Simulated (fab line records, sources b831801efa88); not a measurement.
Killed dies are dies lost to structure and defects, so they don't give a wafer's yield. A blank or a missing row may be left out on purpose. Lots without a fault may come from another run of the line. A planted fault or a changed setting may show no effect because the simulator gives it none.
Which tool did it? | flow sky130 | 13 lots, 39 wafers sampled, at 4 steps of a route of 708

WHAT THE GAUGES READ, wafer by wafer
SKY_METAL4_CD_MEAS_13: target cd 300 nm. Usual: cd_nm 299.9 nm, standard deviation 1.2.
lot  | measured     | on        | cd_nm (nm)        | flag
L515 | day 41 18:51 | cd_sem-02 | 300.3 300.5 301.4 |
L516 | day 42 01:40 | cd_sem-01 | 299.1 299.2 298.8 |
L519 | day 43 07:21 | cd_sem-02 | 299.6 298.1 298.9 |
L521 | day 43 17:11 | cd_sem-02 | 299.3 298.7 298.8 |
L522 | day 44 00:07 | cd_sem-01 | 299.1 299.0 300.5 |
L523 | day 44 05:53 | cd_sem-02 | 298.1 299.9 299.6 |
L524 | day 44 20:02 | cd_sem-01 | 299.5 300.7 299.8 |
L525 | day 44 19:37 | cd_sem-01 | 297.9 300.5 300.5 |
L526 | day 45 02:09 | cd_sem-02 | 299.4 297.7 299.5 |
L528 | day 45 20:03 | cd_sem-02 | 301.1 301.3 301.4 |
L535 | day 47 08:37 | cd_sem-02 | 299.7 301.2 300.0 |
L536 | day 47 14:40 | cd_sem-01 | 300.0 297.0 301.0 |
L537 | day 47 20:11 | cd_sem-02 | 302.2 301.7 302.5 |

SKY_VIA4_BOW_MEAS_03. Usual: VIA4_BOW 79 um, standard deviation 8.5.
lot  | measured     | on            | VIA4_BOW (um) | flag
L515 | day 41 20:30 | film_metro-01 | 82 78 82      |
L516 | day 42 03:17 | film_metro-04 | 81 81 82      |
L519 | day 43 09:04 | film_metro-02 | 86 88 75      |
L521 | day 43 18:48 | film_metro-02 | 78 86 82      |
L522 | day 44 01:45 | film_metro-02 | 79 76 84      |
L523 | day 44 07:44 | film_metro-04 | 84 76 80      |
L524 | day 44 21:43 | film_metro-02 | 70 64 71      |
L525 | day 44 21:14 | film_metro-04 | 69 71 70      |
L526 | day 45 03:56 | film_metro-04 | 76 78 79      |
L528 | day 45 21:40 | film_metro-02 | 78 76 70      |
L535 | day 47 10:17 | film_metro-01 | 92 87 82      |
L536 | day 47 16:19 | film_metro-01 | 81 80 74      |
L537 | day 47 21:48 | film_metro-04 | 80 96 70      |

WHICH TOOL RAN EACH LOT (tool, then ch and the chambers of the sampled wafers, then the start)
lot  | SKY_LI_CONTACT_ETCH_14             | SKY_VIA3_CMP_24
L515 | rie_diel-03 ch 0,2,3, day 29 00:25 | cmp-02 ch 0,1,3, day 39 16:28
L516 | rie_diel-02 ch 0,3, day 29 08:54   | cmp-02 ch 0,2,3, day 40 00:04
L519 | rie_diel-02 ch 0,1,3, day 30 21:07 | cmp-01 ch 0,1, day 41 07:34
L521 | rie_diel-04 ch 0,2, day 31 09:37   | cmp-01 ch 1,2, day 41 17:13
L522 | rie_diel-04 ch 0,1,3, day 31 18:13 | cmp-01 ch 0,1, day 42 00:11
L523 | rie_diel-03 ch 2,3, day 32 01:15   | cmp-01 ch 0,2,3, day 42 07:14
L524 | rie_diel-02 ch 0,1,2, day 32 15:05 | cmp-02 ch 1,2,3, day 42 21:14
L525 | rie_diel-03 ch 1,2,3, day 32 15:18 | cmp-02 ch 0,2,3, day 42 20:47
L526 | rie_diel-03 ch 1,2,3, day 33 00:29 | cmp-01 ch 0,1,3, day 43 03:35
L528 | rie_diel-03 ch 0,2,3, day 33 22:42 | cmp-02 ch 1,2,3, day 43 23:11
L535 | rie_diel-02 ch 0,1,2, day 35 23:43 | cmp-01 ch 0,2,3, day 45 15:55
L536 | rie_diel-02 ch 1,2, day 36 02:39   | cmp-01 ch 0,1,2, day 45 20:44
L537 | rie_diel-02 ch 0,1,2, day 36 09:17 | cmp-01 ch 0,1, day 46 03:30
- SKY_LI_CONTACT_ETCH_14: etches BARC in N2/H2, stops on SiO2, time 45.9 s, target depth 60 nm.
- SKY_VIA3_CMP_24: polishes, stops on SiO2, t overpolish 20 s, target thk 0 nm.

WHAT THE TOOLS THEMSELVES READ (means of the sampled wafers that have a number; where no wafer has one, the mark that the record gives instead)
SKY_LI_CONTACT_ETCH_14. Usual: drypump_motor_current_A 5.6 A, standard deviation 0.52; n2_flow_sccm 100.0 sccm, standard deviation 0.34; oes_product_au 0.855 a.u., standard deviation 0.0047; throttle_valve_pct 13.225 %, standard deviation 0.0097.
lot  | tool        | drypump_motor_current_A (A) | n2_flow_sccm (sccm) | oes_product_au (a.u.) | throttle_valve_pct (%) | flag
L515 | rie_diel-03 | 5.2                         | 100.0               | 0.853                 | 13.222                 |
L516 | rie_diel-02 | 5.5                         | 100.0               | 0.854                 | 13.232                 |
L519 | rie_diel-02 | 5.8                         | 100.3               | 0.855                 | 13.224                 |
L521 | rie_diel-04 | 5.5                         | 100.0               | 0.854                 | 13.223                 |
L522 | rie_diel-04 | 5.1                         | 100.0               | 0.856                 | 13.220                 |
L523 | rie_diel-03 | 5.1                         | 100.3               | 0.857                 | 13.224                 |
L524 | rie_diel-02 | 5.9                         | 99.9                | 0.856                 | 13.231                 |
L525 | rie_diel-03 | 5.6                         | 100.1               | 0.858                 | 13.222                 |
L526 | rie_diel-03 | 5.6                         | 100.1               | 0.857                 | 13.229                 |
L528 | rie_diel-03 | 5.2                         | 99.8                | 0.861                 | 13.226                 |
L535 | rie_diel-02 | 5.9                         | 100.0               | 0.850                 | 13.234                 |
L536 | rie_diel-02 | 6.0                         | 99.6                | 0.856                 | 13.220                 |
L537 | rie_diel-02 | 5.9                         | 100.0               | 0.855                 | 13.229                 |

SKY_VIA3_CMP_24. Usual: motor_current_A 11.1 A, standard deviation 0.96; overpolish_run_s 20.000 s, standard deviation 0.0095; time_to_endpoint_s 95 s, standard deviation 4.
lot  | tool   | motor_current_A (A) | overpolish_run_s (s) | time_to_endpoint_s (s) | flag
L515 | cmp-02 | 11.0                | 20.004               | 89                     |
L516 | cmp-02 | 10.9                | 20.003               | 89                     |
L519 | cmp-01 | 10.7                | 19.994               | 96                     |
L521 | cmp-01 | 9.9                 | 19.991               | 96                     |
L522 | cmp-01 | 11.5                | 20.004               | 98                     |
L523 | cmp-01 | 10.4                | 19.990               | 97                     |
L524 | cmp-02 | 11.8                | 20.002               | 92                     |
L525 | cmp-02 | 11.3                | 19.998               | 95                     |
L526 | cmp-01 | 11.3                | 20.005               | 94                     |
L528 | cmp-02 | 11.7                | 20.006               | 95                     |
L535 | cmp-01 | 10.6                | 19.998               | 98                     |
L536 | cmp-01 | 10.7                | 19.993               | 98                     |
L537 | cmp-01 | 11.7                | 20.001               | 97                     |

THE ANSWER, worked out from the rows above alone
Rule: a lot is off if the mean of its wafers that have a number lies more than 3 standard deviations from the usual mean. A lot without any number at a reading at which 4 lots or more have one is off too. The other lots that the step has rows for count as sound. The gauges are gone through in route order, then the tools' own readings, and for those a lot's mean is taken as printed above. The first step at which some lot is off is used, and at that step the reading that is off furthest; a lot without a number counts as furthest.
No lot is off at any reading shown: from this, nothing can be told.

WHAT THE SIMULATOR HAD PUT IN
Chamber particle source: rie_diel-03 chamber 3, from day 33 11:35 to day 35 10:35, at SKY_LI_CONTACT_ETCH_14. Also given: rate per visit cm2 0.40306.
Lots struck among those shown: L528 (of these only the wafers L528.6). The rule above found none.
